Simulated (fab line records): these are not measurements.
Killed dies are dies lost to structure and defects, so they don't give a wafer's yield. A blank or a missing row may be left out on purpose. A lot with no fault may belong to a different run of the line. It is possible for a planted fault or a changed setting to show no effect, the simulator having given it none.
Which tool did it? | flow gf180mcu | 40 wafers from 14 lots sampled at 4 of the route's 602 steps

WHAT THE GAUGES READ, wafer by wafer
GF_SALICIDE_RS_MEAS_04: measures by four-point-probe.
lot  | measured     | on           | SALICIDE_TIN_RS (ohm/sq)
L694 | day 15 18:44 | filmMetro-02 | 16.7 15.9 15.9
L695 | day 16 06:00 | filmMetro-02 | 16.0 15.8 16.0
L696 | day 16 13:08 | filmMetro-02 | 16.8 16.4 16.2
L697 | day 16 22:40 | filmMetro-01 | 16.8 16.5
L700 | day 18 02:23 | filmMetro-01 | 16.6 16.0
L704 | day 19 16:02 | filmMetro-01 | 16.2 15.9 16.2
L708 | day 20 22:25 | filmMetro-01 | 16.1 16.7 16.5
L709 | day 21 06:52 | filmMetro-04 | 16.6 17.0 16.7
L710 | day 21 16:10 | filmMetro-01 | 16.0 16.2 16.6
L711 | day 21 21:28 | filmMetro-04 | 16.7 16.7 16.1
L712 | day 22 05:44 | filmMetro-04 | 16.5 16.5 16.1
L713 | day 22 14:01 | filmMetro-01 | 15.6 15.9 15.6
L714 | day 22 21:26 | filmMetro-01 | 16.6 16.7 16.2
L715 | day 23 08:11 | filmMetro-04 | 16.3 16.5 16.5

GF_CONTACT_BOW_MEAS_05.
lot  | measured     | on           | CONTACT_BOW (um)
L694 | day 15 19:45 | filmMetro-03 | 71 53 59
L695 | day 16 07:00 | filmMetro-01 | 59 67 60
L696 | day 16 14:09 | filmMetro-01 | 67 63 69
L697 | day 16 23:40 | filmMetro-01 | 66 66
L700 | day 18 03:23 | filmMetro-04 | 72 65
L704 | day 19 17:02 | filmMetro-01 | 73 68 68
L708 | day 20 23:26 | filmMetro-01 | 72 72 62
L709 | day 21 07:58 | filmMetro-03 | 58 63 67
L710 | day 21 17:10 | filmMetro-01 | 65 72 62
L711 | day 21 22:28 | filmMetro-03 | 67 63 62
L712 | day 22 06:45 | filmMetro-04 | 70 80 71
L713 | day 22 15:01 | filmMetro-01 | 71 77 71
L714 | day 22 22:33 | filmMetro-01 | 73 77 70
L715 | day 23 09:26 | filmMetro-01 | 60 61 77

EACH LOT AND THE TOOL THAT RAN IT (in order: tool; ch and the chambers of the sampled wafers; start)
lot  | GF_VT_IMPLANT_STRIP_09              | GF_HV_LDD_ETCHBACK_58
L694 | plasmaAsher-01 ch 0, day 6 04:39    | rieDiel-01 ch 0,1,3, day 13 03:12
L695 | plasmaAsher-04 ch 0,1, day 6 10:29  | rieDiel-04 ch 0,1,2, day 13 12:22
L696 | plasmaAsher-04 ch 0,1, day 6 14:54  | rieDiel-01 ch 0,2,3, day 13 19:26
L697 | plasmaAsher-02 ch 0, day 6 20:48    | rieDiel-04 ch 1, day 14 04:29
L700 | plasmaAsher-01 ch 1, day 7 18:42    | rieDiel-04 ch 2,3, day 15 05:12
L704 | plasmaAsher-01 ch 0, day 8 18:09    | rieDiel-02 ch 2,3, day 16 15:57
L708 | plasmaAsher-04 ch 0,1, day 9 18:55  | rieDiel-04 ch 1,3, day 17 21:08
L709 | plasmaAsher-01 ch 0,1, day 10 01:05 | rieDiel-01 ch 0,3, day 18 05:23
L710 | plasmaAsher-02 ch 0, day 10 07:27   | rieDiel-04 ch 0,2, day 18 14:12
L711 | plasmaAsher-04 ch 0,1, day 10 12:42 | rieDiel-01 ch 0,2,3, day 18 21:02
L712 | plasmaAsher-02 ch 0,1, day 10 19:15 | rieDiel-04 ch 2,3, day 19 04:44
L713 | plasmaAsher-01 ch 0,1, day 10 22:52 | rieDiel-04 ch 0,1,3, day 19 12:38
L714 | plasmaAsher-02 ch 0,1, day 11 06:40 | rieDiel-04 ch 0,1,2, day 19 21:03
L715 | plasmaAsher-02 ch 0,1, day 11 14:54 | rieDiel-02 ch 0,1,2, day 20 08:10
- GF_VT_IMPLANT_STRIP_09: strips in O2/N2.
- GF_HV_LDD_ETCHBACK_58: etches Si3N4 in CH3F/O2, stops on SiO2, time 100 s, target depth 90 nm.

WHAT THE TOOLS THEMSELVES READ (means of the sampled wafers that have a number; where no wafer has one, the mark that the record gives instead)
GF_VT_IMPLANT_STRIP_09.
lot  | tool           | drypumpMotorCurrentA (A) | heaterPowerW (W) | oesProductAu (a.u.) | stripTimeToEndpointS (s)
L694 | plasmaAsher-01 | 6.7                      | 334              | 0.718               | 12.61
L695 | plasmaAsher-04 | 5.5                      | 323              | 0.720               | 12.67
L696 | plasmaAsher-04 | 5.7                      | 301              | 0.712               | 12.66
L697 | plasmaAsher-02 | 4.8                      | 462              | 0.720               | 12.64
L700 | plasmaAsher-01 | 6.2                      | 398              | 0.714               | 12.59
L704 | plasmaAsher-01 | 6.7                      | 334              | 0.716               | 12.60
L708 | plasmaAsher-04 | 5.7                      | 301              | 0.715               | 12.59
L709 | plasmaAsher-01 | 6.4                      | 381              | 0.719               | 12.56
L710 | plasmaAsher-02 | 4.8                      | 451              | 0.714               | 12.63
L711 | plasmaAsher-04 | 5.7                      | 301              | 0.709               | 12.62
L712 | plasmaAsher-02 | 5.7                      | 376              | 0.718               | 12.59
L713 | plasmaAsher-01 | 6.5                      | 357              | 0.718               | 12.63
L714 | plasmaAsher-02 | 5.2                      | 415              | 0.717               | 12.65
L715 | plasmaAsher-02 | 5.2                      | 410              | 0.712               | 12.65

GF_HV_LDD_ETCHBACK_58.
lot  | tool       | O2_flow_sccm (sccm) | drypumpMotorCurrentA (A) | oesProductAu (a.u.) | runLengthS (s) | throttleValvePct (%)
L694 | rieDiel-01 | 30.03               | 6.2                      | 0.840               | 128.2          | 10.560
L695 | rieDiel-04 | 30.07               | 5.9                      | 0.841               | 128.1          | 10.558
L696 | rieDiel-01 | 30.02               | 6.2                      | 0.847               | 127.8          | 10.561
L697 | rieDiel-04 | 30.11               | 5.7                      | 0.853               | 126.3          | 10.569
L700 | rieDiel-04 | 30.04               | 5.4                      | 0.853               | 126.4          | 10.562
L704 | rieDiel-02 | 30.05               | 6.5                      | 0.845               | 128.5          | 10.561
L708 | rieDiel-04 | 30.03               | 5.5                      | 0.840               | 128.3          | 10.564
L709 | rieDiel-01 | 30.14               | 6.1                      | 0.840               | 128.2          | 10.548
L710 | rieDiel-04 | 29.97               | 6.0                      | 0.847               | 128.3          | 10.560
L711 | rieDiel-01 | 29.88               | 6.2                      | 0.832               | 127.8          | 10.557
L712 | rieDiel-04 | 30.10               | 5.6                      | 0.845               | 128.2          | 10.565
L713 | rieDiel-04 | 30.06               | 5.7                      | 0.842               | 127.7          | 10.568
L714 | rieDiel-04 | 30.01               | 6.0                      | 0.844               | 128.2          | 10.560
L715 | rieDiel-02 | 30.03               | 6.2                      | 0.845               | 128.6          | 10.562

THE ANSWER, worked out from the rows above alone
Rule: the usual values come from the lots themselves. The widest of any qualifying gaps counts: lots, ordered by their means at a reading, are off when they make up no more than a third of the lots, leave a main group of 4 or more, and stand apart from it by 3 or more times the standard deviation of that group's means. A main group is skipped when, at the precision printed for the reading in the tables above, its means are all equal. A lot without any number at a reading at which 4 lots or more have one is off too. Where the step has rows for the other lots, those lots are counted as sound. The gauges are gone through in route order, then the tools' own readings, and for those a lot's mean is taken as printed above. The first step at which some lot is off is used, and at that step the reading that is off furthest; a lot without a number counts as furthest.
Off: L697, L700, at GF_HV_LDD_ETCHBACK_58 (runLengthS). The main group has a mean of 128.2 s with a standard deviation of 0.26.
A tool fits if, at that step or a process step before it, it ran every lot that is off, and no sound lot after the first of them. Not one of the candidates tried fits.

WHAT HAD BEEN PUT IN BY THE SIMULATOR
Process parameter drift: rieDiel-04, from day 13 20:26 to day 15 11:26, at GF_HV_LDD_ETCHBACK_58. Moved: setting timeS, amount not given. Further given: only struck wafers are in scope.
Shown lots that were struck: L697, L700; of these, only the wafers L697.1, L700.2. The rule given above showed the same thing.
